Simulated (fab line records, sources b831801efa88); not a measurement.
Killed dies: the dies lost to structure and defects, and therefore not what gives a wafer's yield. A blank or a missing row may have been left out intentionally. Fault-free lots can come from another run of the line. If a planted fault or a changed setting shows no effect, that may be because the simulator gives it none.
Which of the tools did it?	flow sky130	72 wafers from 24 lots sampled at 3 of the route's 708 steps

## WHAT THE GAUGES READ, wafer by wafer
SKY_VIA1_THK_MEAS_23: measures by xrf.
lot	measured	on	VIA1_W_THK (nm)
L074	day 34 03:17	film metro-03	273 268 270
L075	day 34 08:26	film metro-03	268 268 267
L076	day 34 19:14	film metro-03	269 266 270
L077	day 35 20:20	film metro-04	272 276 273
L078	day 36 03:04	film metro-02	268 268 265
L079	day 36 12:46	film metro-02	270 268 273
L081	day 36 19:48	film metro-03	269 271 270
L080	day 36 21:30	film metro-03	270 273 267
L082	day 37 14:05	film metro-03	265 268 267
L084	day 37 16:52	film metro-03	266 269 267
L083	day 37 19:31	film metro-02	271 269 267
L085	day 37 23:28	film metro-02	266 268 270
L086	day 38 05:16	film metro-03	273 268 269
L087	day 39 01:08	film metro-02	273 267 268
L088	day 39 02:42	film metro-03	272 273 270
L089	day 39 07:28	film metro-04	267 273 271
L090	day 39 12:07	film metro-02	269 268 271
L091	day 39 13:45	film metro-02	269 271 275
L092	day 39 15:58	film metro-02	265 265 269
L093	day 40 05:07	film metro-04	269 267 268
L094	day 40 11:29	film metro-02	263 268 265
L095	day 40 23:14	film metro-02	269 275 270
L096	day 41 00:47	film metro-04	271 271 267
L097	day 41 01:52	film metro-04	269 267 269

SKY_METAL2_THK_MEAS_06: measures by xrf.
lot	measured	on	METAL2_ALCU_THK (nm)
L074	day 34 03:54	film metro-03	251.9 250.9 251.5
L075	day 34 09:04	film metro-04	253.3 251.9 250.8
L076	day 34 19:51	film metro-03	251.9 251.1 250.8
L077	day 35 20:58	film metro-01	250.3 249.7 247.5
L078	day 36 03:41	film metro-03	250.6 249.6 253.6
L079	day 36 13:23	film metro-03	249.7 253.0 251.0
L081	day 36 20:25	film metro-01	251.9 254.1 250.9
L080	day 36 22:07	film metro-04	251.7 252.2 251.2
L082	day 37 14:43	film metro-03	253.7 254.0 251.0
L084	day 37 17:29	film metro-01	252.2 250.1 250.7
L083	day 37 20:08	film metro-01	258.4 255.1 257.1
L085	day 38 00:05	film metro-01	257.0 255.7 256.1
L086	day 38 05:53	film metro-04	250.0 248.1 250.2
L087	day 39 01:45	film metro-03	251.7 251.5 249.8
L088	day 39 03:20	film metro-04	249.3 249.7 251.9
L089	day 39 08:05	film metro-04	253.1 254.1 252.8
L090	day 39 12:44	film metro-01	257.1 251.9 251.7
L091	day 39 14:22	film metro-03	252.1 250.8 252.6
L092	day 39 16:35	film metro-03	246.5 254.5 249.5
L093	day 40 06:01	film metro-04	254.8 256.7 253.0
L094	day 40 12:07	film metro-04	254.5 255.0 255.9
L095	day 40 23:52	film metro-04	251.2 248.0 248.9
L096	day 41 01:25	film metro-01	251.7 248.9 252.7
L097	day 41 02:29	film metro-04	252.4 252.6 254.2

## WHAT TOOL EACH LOT RAN ON (gives the tool, then ch and the chambers of the sampled wafers, and finally the start)
lot	SKY_METAL1_STRIP_20
L074	plasma asher-02 ch 0,1, day 32 22:38
L075	plasma asher-01 ch 0,1, day 33 03:31
L076	plasma asher-04 ch 0,1, day 33 14:33
L077	plasma asher-02 ch 0,1, day 34 15:35
L078	plasma asher-02 ch 0,1, day 34 23:12
L079	plasma asher-02 ch 0,1, day 35 08:15
L081	plasma asher-02 ch 0,1, day 35 15:47
L080	plasma asher-04 ch 0,1, day 35 17:35
L082	plasma asher-01 ch 0,1, day 36 09:31
L084	plasma asher-02 ch 0,1, day 36 12:36
L083	plasma asher-02 ch 0,1, day 36 15:44
L085	plasma asher-04 ch 0,1, day 36 19:10
L086	plasma asher-01 ch 0,1, day 37 00:46
L087	plasma asher-04 ch 0,1, day 37 21:15
L088	plasma asher-02 ch 0,1, day 37 23:02
L089	plasma asher-02 ch 0,1, day 38 03:50
L090	plasma asher-02 ch 1, day 38 08:53
L091	plasma asher-04 ch 0, day 38 10:02
L092	plasma asher-01 ch 0,1, day 38 13:41
L093	plasma asher-01 ch 0,1, day 39 02:11
L094	plasma asher-02 ch 0,1, day 39 08:17
L095	plasma asher-02 ch 0,1, day 39 21:23
L096	plasma asher-04 ch 0,1, day 39 22:13
L097	plasma asher-01 ch 0,1, day 39 23:38
- SKY_METAL1_STRIP_20: strips in O2/N2.

## WHAT THE TOOLS THEMSELVES READ (means of the sampled wafers that have a number; where no wafer has one, the mark that the record gives instead)
SKY_METAL1_STRIP_20.
lot	tool	drypump motor current A (A)	n2 flow sccm (sccm)	oes product au (a.u.)	strip time to endpoint s (s)
L074	plasma asher-02	5.76	299.9	0.342	2.70
L075	plasma asher-01	5.79	299.2	0.340	2.70
L076	plasma asher-04	5.72	300.3	0.341	2.66
L077	plasma asher-02	5.65	300.8	0.341	2.70
L078	plasma asher-02	5.78	299.7	0.339	2.67
L079	plasma asher-02	5.76	300.4	0.339	2.66
L081	plasma asher-02	5.77	298.8	0.347	2.71
L080	plasma asher-04	5.75	300.0	0.348	2.69
L082	plasma asher-01	5.81	298.8	0.344	2.69
L084	plasma asher-02	5.77	299.9	0.338	2.67
L083	plasma asher-02	5.65	300.2	0.339	2.69
L085	plasma asher-04	5.74	299.9	0.344	2.63
L086	plasma asher-01	5.78	300.0	0.342	2.64
L087	plasma asher-04	5.73	299.6	0.343	2.67
L088	plasma asher-02	5.68	300.6	0.342	2.71
L089	plasma asher-02	5.75	300.0	0.343	2.64
L090	plasma asher-02	5.88	300.1	0.342	2.75
L091	plasma asher-04	5.73	299.2	0.347	2.73
L092	plasma asher-01	5.79	301.0	0.345	2.70
L093	plasma asher-01	5.80	299.6	0.343	2.68
L094	plasma asher-02	5.76	300.1	0.342	2.70
L095	plasma asher-02	5.75	299.7	0.346	2.70
L096	plasma asher-04	5.73	300.6	0.343	2.66
L097	plasma asher-01	5.80	300.5	0.341	2.67

## THE ANSWER, worked out from the rows above alone
Rule: what is usual is taken from the lots themselves. The widest of any qualifying gaps counts: lots, ordered by their means at a reading, are off when they make up no more than a third of the lots, leave a main group of 4 or more, and stand apart from it by 3 or more times the standard deviation of that group's means. Not used: any main group whose means are identical at the precision the tables above print for the reading. A lot without any number at a reading at which 4 lots or more have one is off too. All remaining lots with rows at the step are treated as sound. Order of review: gauges by route order, followed by the tools' own readings, for which a lot's mean as printed above is used. At the first step where some lot is off, the reading lying furthest off is the one used; lots without a number count as furthest.
None of the lots is off at any reading shown; this tells nothing.

## WHAT THE SIMULATOR HAD PUT IN
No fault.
